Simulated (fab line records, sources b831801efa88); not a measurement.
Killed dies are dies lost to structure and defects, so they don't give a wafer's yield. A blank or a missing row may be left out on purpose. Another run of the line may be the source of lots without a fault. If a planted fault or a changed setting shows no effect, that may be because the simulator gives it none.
Matching of chambers / flow sky130 / SKY_VIA3_CMP_24 on cmp-02 has 4 sister chambers
The step polishes, stops on SiO2, t overpolish 20 s, target thk 0 nm. 4 wafers are shown with their chamber, then 12 later ones without.

## WAFERS WITH THEIR CHAMBER
wafer=L085.4; chamber=2; motor_current_A (A)=11.4
wafer=L086.2; chamber=1; motor_current_A (A)=9.9
wafer=L086.3; chamber=3; motor_current_A (A)=12.5
wafer=L086.5; chamber=0; motor_current_A (A)=11.2

## WAFERS WITH NO CHAMBER GIVEN
wafer=L087.2; motor_current_A (A)=10.2
wafer=L087.4; motor_current_A (A)=11.3
wafer=L087.6; motor_current_A (A)=9.8
wafer=L092.3; motor_current_A (A)=11.0
wafer=L092.5; motor_current_A (A)=12.1
wafer=L092.6; motor_current_A (A)=11.4
wafer=L097.2; motor_current_A (A)=11.8
wafer=L097.4; motor_current_A (A)=12.1
wafer=L097.6; motor_current_A (A)=10.8
wafer=L096.3; motor_current_A (A)=12.1
wafer=L096.5; motor_current_A (A)=9.2
wafer=L096.6; motor_current_A (A)=12.0

## CHAMBER TAKEN BY EACH
wafer=L087.2; from the rows above=can't be placed: 1 or 0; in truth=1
wafer=L087.4; from the rows above=can't be placed: 2 or 0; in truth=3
wafer=L087.6; from the rows above=1; in truth=1
wafer=L092.3; from the rows above=can't be placed: 0 or 2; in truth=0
wafer=L092.5; from the rows above=can't be placed: 3 or 2 or 0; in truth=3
wafer=L092.6; from the rows above=can't be placed: 2 or 0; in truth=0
wafer=L097.2; from the rows above=can't be placed: 2 or 0 or 3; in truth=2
wafer=L097.4; from the rows above=can't be placed: 3 or 2 or 0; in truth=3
wafer=L097.6; from the rows above=can't be placed: 0 or 2 or 1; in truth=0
wafer=L096.3; from the rows above=can't be placed: 3 or 2 or 0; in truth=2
wafer=L096.5; from the rows above=1; in truth=1
wafer=L096.6; from the rows above=can't be placed: 3 or 2 or 0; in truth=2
2 of 12 placed correctly. Not placeable from these rows: 10 (in 9, the candidates include the true chamber). Wrongly placed: 0.
How it was worked out, from the rows above alone: a wafer's distance from a chamber is the root of the sum, over the readings, of the square of ((its reading less the chamber's mean) divided by the reading's scatter). The wafer belongs to the nearest chamber; if the next one is less than 2 further off, it can't be placed. For every chamber, the mean is computed from those of its wafers that are shown. The scatter: root of mean squared gap, hidden wafer to nearest shown wafer, with one shown wafer a chamber.
